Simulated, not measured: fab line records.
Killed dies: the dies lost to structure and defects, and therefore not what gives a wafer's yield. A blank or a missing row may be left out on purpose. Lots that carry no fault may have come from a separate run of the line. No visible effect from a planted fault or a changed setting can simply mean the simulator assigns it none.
A struck lot beside a sound one | flow sky130 | 29 out of 708 route steps
Sound: wafers L197.1, L197.3, L197.6. Wafers struck: L182.1, L182.2, L182.3. The cause is named last.
Each step with rows lists, per side, the tool, then ch with its chambers, then its first start. Under that, the readings that differ: sound wafers | struck wafers | difference of the means | sigmas: that difference in standard deviations of wafers without a fault.
alike: a reading whose means differ by less than 2 such deviations, as well as words and numbers matching on both sides. not compared: withheld readings; readings where some wafer has no value; bounds like >300 that might hide an equal value; numbers whose values overlap and for which the record gives no deviation.
The two part at a step that has a row with sigmas, a row that says differs or no value, or rows on one side only. Non-overlapping numbers with no deviation appear without sigmas and do not part them. Lack of a reading on every wafer of one side parts them only where that side has two or more wafers.

first, 1 step without rows for these wafers: SKY_FIELD_ISO_OXIDATION_01 (stabilise 600 s, purge 300 s, target thk 12 nm).
SKY_FIELD_ISO_CVD_03: deposits Si3N4 from DCS/NH3, target thk 165 nm, time 2830 s.
  sound on lpcvd-02 ch 1, day 6 04:21; struck on lpcvd-02 ch 0, day 2 22:41
reading                                    | sound             | struck            | difference | sigmas
spikeTcCentreC (C)                         | 768.4 769.9 769.3 | 777.5 776.8 776.2 | +7.6       | +6
spikeTcTopC (C)                            | 778 778 780       | 793 793 794       | +15        | +4
spikeTcUpperC (C)                          | 771.4 770.9 770.5 | 722.5 722.8 722.4 | -48.4      | -35
zonePowerBottomPct (%)                     | 15.6 15.8 15.7    | 21.1 20.9 21.5    | +5.5       | +2
zonePowerCentrePct (%)                     | 11.8 11.6 11.6    | 20.4 20.4 20.2    | +8.7       | +7
zonePowerTopPct (%)                        | 26.3 25.6 26.3    | 30.1 30.3 29.9    | +4.0       | +3
zonePowerUpperPct (%)                      | 14.00 14.15 14.03 | 0.20 0.19 0.20    | -13.86     | -50
model.Si3N4_of_FIELD_ISO_CVD_03.thkNm (nm) | 167.8 167.7 165.8 | 121.9 117.4 115.5 | -48.8      | 
SKY_FIELD_ISO_THK_MEAS_04:
  struck on filmMetro-03, day 3 00:42; sound on filmMetro-04, day 6 07:02
reading                   | sound             | struck            | difference | sigmas
FIELD_ISO_CVD_03_THK (nm) | 167.8 167.7 165.9 | 121.9 117.4 115.5 | -48.9      | -31
  not compared: hold
then, 8 steps without rows for these wafers: SKY_FIELD_ISO_HMDS_06 (prime time 60 s); SKY_FIELD_ISO_COAT_07 (resist thk 60 nm); SKY_FIELD_ISO_COAT_08 (resist thk 450 nm); SKY_FIELD_ISO_SOFTBAKE_09 (time 90 s); SKY_FIELD_ISO_EXPOSE_10 (exposes mask FOM, target cd 150 nm); SKY_FIELD_ISO_PEB_11; SKY_FIELD_ISO_DEVELOP_12 (develop time 60 s); SKY_FIELD_ISO_ETCH_14 (etches BARC in N2/H2, stops on SiO2, time 45.9 s, target depth 60 nm).
SKY_FIELD_ISO_ETCH_15: etches the open film in CHF3/O2, stops on Si, target depth 180 nm, time 72 s.
  sound on rieDiel-04 ch 0,1, day 7 01:16; struck on rieDiel-04 ch 0,1,3, day 3 16:13
reading                 | sound             | struck            | difference | sigmas
chf3FlowSccm (sccm)     | 49.86 49.84 49.76 | 49.97 50.38 50.33 | +0.41      | +2
oesProductAu (a.u.)     | 0.953 0.955 0.949 | 0.798 0.785 0.781 | -0.164     | -23
throttleValvePct (%)    | 8.835 8.854 8.857 | 8.806 8.789 8.792 | -0.053     | -5
model.etch.depthNm (nm) | 167.8 167.7 165.8 | 121.9 117.4 115.5 | -48.8      | 
  alike: O2_flow_sccm, drypumpMotorCurrentA, rfFwdPowerW
  not compared: rfHoursCounterH
then, 10 steps without rows for these wafers: SKY_FIELD_ISO_STRIP_16 (strips in O2/N2); SKY_FIELD_ISO_ETCH_17 (etches Si in HBr/Cl2/O2, target depth 342 nm, time 97.7 s); SKY_FIELD_ISO_WET_ETCH_18 (etches Si3N4 in H3PO4, target depth 25 nm, time 286 s); SKY_FIELD_ISO_CLEAN_19 (cleans in SC1/SC2, time 150 s); SKY_FIELD_ISO_CLEAN_20 (cleans in dHF, time 20 s); SKY_FIELD_ISO_WET_ETCH_21 (etches SiO2 in dHF, target depth 20 nm, time 400 s); SKY_FIELD_ISO_OXIDATION_22 (stabilise 600 s, purge 300 s, target thk 10 nm); SKY_FIELD_ISO_CVD_24 (deposits SiO2, target thk 595 nm, time 99.2 s); SKY_FIELD_ISO_ANNEAL_26 (time 1800 s); SKY_FIELD_ISO_CMP_27 (polishes, stops on Si3N4, t overpolish 16 s, target thk 457.8 nm).
SKY_FIELD_ISO_WET_ETCH_28: etches SiO2 in dHF, target depth 23.7 nm, time 47 s.
  sound on wetBench-02 ch 3, day 7 07:49; struck on wetBench-02 ch 0, day 3 20:26
reading                                    | sound             | struck            | difference | sigmas
model.Si3N4_of_FIELD_ISO_CVD_03.thkNm (nm) | 121.7 121.9 119.8 | 75.63 71.83 69.13 | -48.94     | 
  alike: bathHeatDutyPct
then, 4 steps without rows for these wafers: SKY_FIELD_ISO_WET_ETCH_29 (etches Si3N4 in H3PO4, target depth 160 nm, time 1825 s); SKY_FIELD_ISO_WET_ETCH_30 (etches SiO2 in dHF, target depth 25 nm, time 50 s); SKY_NWELL_CLEAN_00 (cleans in SC1/SC2, time 150 s); SKY_NWELL_OXIDATION_01 (stabilise 600 s, purge 300 s, target thk 10 nm).
-- the record jumps here: 9 days lie between the struck wafers' starts before and after (it left off in module NWELL and takes up again in module SONOS_TUNNEL, whose first step shown is number 160 of the route) --
SKY_SONOS_TUNNEL_DEVELOP_06: develop time 60 s.
  sound on lithoTrack-04 ch 0, day 18 14:30; struck on lithoTrack-02 ch 0, day 13 06:50
  not compared: model.SONOS_TUNNEL.cdNm
-- record jumps: 35 days separate the struck wafers' starts on either side; left off in module SONOS_TUNNEL, taken up again in module PAD_OPEN, whose first shown step is the route's number 708 --
SKY_PAD_OPEN_PROBE_99:
  struck on prober-02, day 48 05:47; sound on prober-02, day 50 20:55
reading                               | sound                         | struck                        | difference | sigmas
model.etest.res_p_drift_20v.lineOhmUm | 1.148e+04 1.093e+04 1.113e+04 | 9618 8915 9523                | -1828      | 
model.etest.res_p_drift_20v.rsOhmSq   | 9650 9203 9322                | 8061 7372 7741                | -1667      | 
model.etest.pfet_16v.rOnOhmUm         | 1.592e+04 1.554e+04 1.576e+04 | 1.417e+04 1.367e+04 1.403e+04 | -1.783e+03 | 
model.etest.resIsoPwell.rsOhmSq       | 3752 3471 3601                | 2420 2210 2341                | -1284      | 
model.etest.resIsoPwell.lineOhmUm     | 1435 1329 1359                | 891.2 830.7 872               | -509.7     | 
model.etest.resNwell.lineOhmUm        | 1178 1142 1181                | 1055 995.8 1026               | -141       | 
model.etest.resNwell.rsOhmSq          | 1018 972 988.3                | 862.1 813.2 847.1             | -152.0     | 
model.etest.resNwell.widthNm (nm)     | 851.8 845.2 844.5             | 814 810.7 812.6               | -35        | 
  alike: killed_at_M0_to_M3, killed_at_M4_up, killedAtContacts, killedAtFrontEnd, killedAtOther, killedDies, killedOpen, killedShort

== WHERE THEY PART ==
Earliest at SKY_FIELD_ISO_CVD_03; latest, in this record, at SKY_FIELD_ISO_ETCH_15. Later steps at which nothing parts them and some readings are alike: SKY_FIELD_ISO_WET_ETCH_28, SKY_PAD_OPEN_PROBE_99.

WHY: whatever the simulator had introduced
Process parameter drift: lpcvd-02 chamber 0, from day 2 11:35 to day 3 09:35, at SKY_FIELD_ISO_CVD_03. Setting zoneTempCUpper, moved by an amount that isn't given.
